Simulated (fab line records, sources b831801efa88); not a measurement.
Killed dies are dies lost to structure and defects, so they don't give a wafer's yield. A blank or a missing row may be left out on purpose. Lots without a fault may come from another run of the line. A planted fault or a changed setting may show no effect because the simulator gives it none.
Problem report in the 8D (eight disciplines) form, filled by code | flow gf180mcu | the parts of the form that need people (team, actions taken, sign-off) are left out

1. THE PROBLEM
heater_power_total_W at GF_M3_SOFTBAKE_10 reads a mean of 95.88 W on 1 wafer of 1 lot; wafers without a fault read 93.05 W with a standard deviation of 0.059. That is +48 standard deviations from the usual mean.
The step: time 60 s.
First seen on wafer L333.4, day 26 13:53, on litho_track-04. The record holds 38 wafers of 13 lots with a number at this step. Rule for "out", or "out of limits": more than 4 standard deviations from the usual mean. The other wafers with a number count as sound.

2. WHAT IT IS AND WHAT IT IS NOT
question                    | is                                 | is not
which readings at this step | heater_power_total_W, run_length_s | -
which lots                  | L333                               | L318, L319, L321, L322, L323, L325, L326, L327, L328, L329, L338, L340
which wafers of those lots  | L333.4                             | L333.2
read on which tools         | litho_track-04                     | litho_track-01, litho_track-03
when                        | from day 26 13:53                  | up to then (31 sound wafers); but 6 sound wafers of L338, L340 came after

3. SUSPECTS, AND WHAT RULES EACH OUT
Counting: a tool at a process step up to the reading stays a suspect if it ran every lot that is out. Sound lots after the first of them don't rule it out here, since some wafers of a struck lot are sound.
- plasma_asher-01 at GF_V2_STRIP_18 (strips in O2/N2): kept. It ran the lot that is out, L333 (day 26 02:12); its last sound lot up to then is L327 (day 24 04:05).
- pvd_sputter-01 at GF_M3_SPUTTER_00 (material Ti, target thk 37.5 nm, time 150 s): kept. It ran the lot that is out, L333 (day 26 03:25); its last sound lot up to then is L329 (day 24 16:32).
- litho_track-04 at GF_M3_SOFTBAKE_10 (time 60 s): kept. It ran the lot that is out, L333 (day 26 13:53); its last sound lot up to then is L329 (day 25 03:10). Its own readings are out on those wafers: heater_power_total_W, run_length_s.
- Within plasma_asher-01 at GF_V2_STRIP_18: the wafers that are out ran in chamber 1; their sound lot-mates ran in chamber 0.
Left after counting: plasma_asher-01 at GF_V2_STRIP_18, pvd_sputter-01 at GF_M3_SPUTTER_00, litho_track-04 at GF_M3_SOFTBAKE_10.

4. THE CAUSE (what the simulator had put in)
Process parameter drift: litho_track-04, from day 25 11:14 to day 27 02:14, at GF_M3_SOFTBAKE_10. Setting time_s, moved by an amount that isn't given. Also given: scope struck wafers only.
Counting left 3 suspects, and this tool is among them.

5. THE CHAIN OF EFFECTS, in route order
Each row: a reading whose mean over the struck wafers that have a number lies more than 3 standard deviations from the usual. Only readings for which the record gives a usual standard deviation are gone through. hours: the time from each lot's start at the first step in this table that gives one to its start at this step, as a median over the lots. sigmas: the change in usual standard deviations.
hours | step              | reading              | usual   | on struck wafers | change | sigmas
0     | GF_M3_SOFTBAKE_10 | heater_power_total_W | 93.05 W | 95.88            | +2.83  | +48
0     | GF_M3_SOFTBAKE_10 | run_length_s         | 88.80 s | 83.70            | -5.10  | -36
The process steps in it:
- GF_M3_SOFTBAKE_10: time 60 s.

6. WHAT WOULD HAVE CAUGHT IT SOONER
In this record the first reading out of limits was taken at day 26 13:53, 27 hours after the fault began at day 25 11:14.
